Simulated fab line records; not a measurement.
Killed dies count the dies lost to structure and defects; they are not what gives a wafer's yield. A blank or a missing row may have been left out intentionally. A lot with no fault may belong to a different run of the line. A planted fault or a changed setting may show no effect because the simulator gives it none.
Matching of chambers    flow gf180mcu    GF_V5_CVD_02 on pecvd-03: 3 sister chambers
The step deposits SiO2 from TEOS, target thk 1450 nm, time 163.28 s. 3 wafers are shown with their chamber, then 7 later ones without.

== EACH WAFER AND ITS CHAMBER ==
wafer   chamber  heater_power_w (W)
L207.4  0        661
L212.6  2        786
L216.5  1        510

== WAFERS MISSING THEIR CHAMBER ==
wafer   heater_power_w (W)
L216.6  701
L224.2  664
L224.3  646
L224.5  697
L228.3  762
L228.4  709
L228.5  520

== WHICH CHAMBER EACH WENT THROUGH ==
wafer    from the rows above       in truth
L216.6   can't be placed: 0 or 2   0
L224.2   0                         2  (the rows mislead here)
L224.3   0                         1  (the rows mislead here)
L224.5   can't be placed: 0 or 2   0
L228.3   2                         2
L228.4   can't be placed: 0 or 2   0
L228.5   1                         1
Placed correctly: 2 of 7. Not placeable from these rows: 3 (in 3, the candidates include the true chamber). Wrongly placed: 2.
How it was worked out, from the rows above alone: a wafer's distance from a chamber is the root of the sum, over the readings, of the square of ((its reading less the chamber's mean) divided by the reading's scatter). The wafer belongs to the nearest chamber; if the next one is less than 2 further off, it can't be placed. For every chamber, the mean is computed from those of its wafers that are shown. The scatter: root of mean squared gap, hidden wafer to nearest shown wafer, with one shown wafer a chamber.
